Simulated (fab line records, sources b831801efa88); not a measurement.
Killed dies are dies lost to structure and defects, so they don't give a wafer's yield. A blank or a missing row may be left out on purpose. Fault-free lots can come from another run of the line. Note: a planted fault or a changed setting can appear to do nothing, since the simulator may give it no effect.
Which tool did it? + flow sky130 + 7 lots with 21 wafers sampled at 2 steps, on a route of 708 steps

WHAT EACH GAUGE READ, for each wafer
SKY_VIA4_BOW_MEAS_03.
| lot  | measured     | on            | VIA4_BOW (um) |
|------|--------------|---------------|---------------|
| L755 | day 42 04:46 | film_metro-04 | 82 71 83      |
| L757 | day 42 18:04 | film_metro-03 | 75 71 75      |
| L763 | day 44 04:10 | film_metro-03 | 81 75 76      |
| L768 | day 45 16:35 | film_metro-03 | 75 60 67      |
| L771 | day 46 09:15 | film_metro-03 | 93 76 85      |
| L773 | day 46 13:49 | film_metro-02 | 82 80 94      |
| L777 | day 47 08:38 | film_metro-04 | 74 74 86      |

WHICH TOOL RAN EACH LOT (tool, then ch and the chambers of the sampled wafers, then the start)
| lot  | SKY_VIA4_CMP_02               |
|------|-------------------------------|
| L755 | cmp-01 ch 1,2, day 42 04:31   |
| L757 | cmp-01 ch 0,1,3, day 42 17:46 |
| L763 | cmp-02 ch 0,2, day 44 03:49   |
| L768 | cmp-02 ch 0,1,3, day 45 16:20 |
| L771 | cmp-01 ch 0,1, day 46 08:55   |
| L773 | cmp-02 ch 0,1,3, day 46 13:29 |
| L777 | cmp-02 ch 0,2,3, day 47 08:23 |
- SKY_VIA4_CMP_02: polishes SiO2.

THE ANSWER, worked out from the rows above alone
Rule: the lots themselves supply what counts as usual. Put in order of their means at a reading, lots are off if they are a third of the lots or fewer, leave a main group of 4 or more, and stand apart from it by a gap of 3 or more times the standard deviation of the main group's means; of several such gaps the widest counts. The tables above print the reading to a certain number of digits; a main group whose means all agree to those digits is not used. Also off: a lot with no number at a reading for which 4 or more lots have one. Any other lot the step has rows for is counted as sound.
None of the lots is off at any reading shown; this tells nothing.

WHAT THE SIMULATOR HAD INSERTED
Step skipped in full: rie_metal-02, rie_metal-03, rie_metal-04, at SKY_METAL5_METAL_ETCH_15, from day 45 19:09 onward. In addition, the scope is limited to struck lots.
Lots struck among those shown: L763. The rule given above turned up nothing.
